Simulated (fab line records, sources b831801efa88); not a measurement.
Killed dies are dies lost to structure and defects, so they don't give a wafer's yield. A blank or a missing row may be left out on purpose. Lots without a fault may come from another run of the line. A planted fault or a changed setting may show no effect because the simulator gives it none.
Problem report in the 8D (eight disciplines) form, filled by code | flow sky130 | the parts of the form that need people (team, actions taken, sign-off) are left out

1. THE PROBLEM
cd_nm at SKY_METAL2_CD_MEAS_15 reads a mean of 26.9 nm on 2 wafers of 2 lots; wafers without a fault read 139.8 nm with a standard deviation of 1.3. That is -87 standard deviations from the usual mean.
The step: target cd 140 nm.
First seen on wafer L658.3, day 37 11:26, on cd_sem-02. The record holds 35 wafers of 13 lots with a number at this step. Rule for "out", or "out of limits": more than 4 standard deviations from the usual mean. The other wafers with a number count as sound.

2. WHAT IT IS AND WHAT IT IS NOT
question                    | is                     | is not
which readings at this step | cd_nm                  | -
which lots                  | L658, L659             | L652, L653, L656, L660, L661, L663, L667, L670, L671, L673, L675
which wafers of those lots  | all that have a number | -
read on which gauges        | cd_sem-02              | cd_sem-01
when                        | from day 37 11:26      | up to then (9 sound wafers); but 24 sound wafers of L660, L661, L663, L667, L670, L671, L673, L675 came after

3. SUSPECTS, AND WHAT RULES EACH OUT
Counting: a tool at a process step up to the reading stays a suspect if it ran every lot that is out and no sound lot after the first of them.
- the gauge at SKY_METAL2_CD_MEAS_15: kept. All the wafers that are out were read on cd_sem-02, and no step on other tools shows them out.
- rie_metal-01 at SKY_METAL1_DESCUM_17 (chemistry O2, time 8 s): ruled out as a lasting fault. Sound lots L661, L670, L673 ran on it after its first lot that is out, L658 (day 35 05:10).
- krf_scanner-02 at SKY_METAL2_EXPOSE_12 (exposes mask MM2, target cd 140 nm): kept. It ran every lot that is out, first L658 (day 36 23:13), and no sound lot after that; its last sound lot up to then is L656 (day 36 06:56).
Left after counting: krf_scanner-02 at SKY_METAL2_EXPOSE_12, cd_sem-02 at SKY_METAL2_CD_MEAS_15.

4. THE CAUSE (what the simulator had put in)
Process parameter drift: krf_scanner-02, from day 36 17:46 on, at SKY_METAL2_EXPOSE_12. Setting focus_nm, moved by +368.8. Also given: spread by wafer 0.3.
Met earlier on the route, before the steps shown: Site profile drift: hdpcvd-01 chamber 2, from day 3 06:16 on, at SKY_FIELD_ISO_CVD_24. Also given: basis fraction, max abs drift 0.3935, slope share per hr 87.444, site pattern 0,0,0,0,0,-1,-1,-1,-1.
Counting left 2 suspects, and this tool is among them.

5. THE CHAIN OF EFFECTS, in route order
Each row: a reading whose mean over the struck wafers that have a number lies more than 3 standard deviations from the usual. Only readings for which the record gives a usual standard deviation are gone through. hours: the time from each lot's start at the first step in this table that gives one to its start at this step, as a median over the lots. sigmas: the change in usual standard deviations.
hours | step                  | reading | usual    | on struck wafers | change | sigmas
0     | SKY_METAL2_CD_MEAS_15 | cd_nm   | 139.8 nm | 26.9             | -112.9 | -87

6. WHAT WOULD HAVE CAUGHT IT SOONER
In this record the first reading out of limits at a measuring or inspecting step was taken at day 37 11:26, 18 hours after the fault began at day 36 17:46.
All the lots that are out (2) had begun SKY_METAL2_EXPOSE_12 on krf_scanner-02 by day 37 11:26. A hold on the tool at that time would have spared none of them.
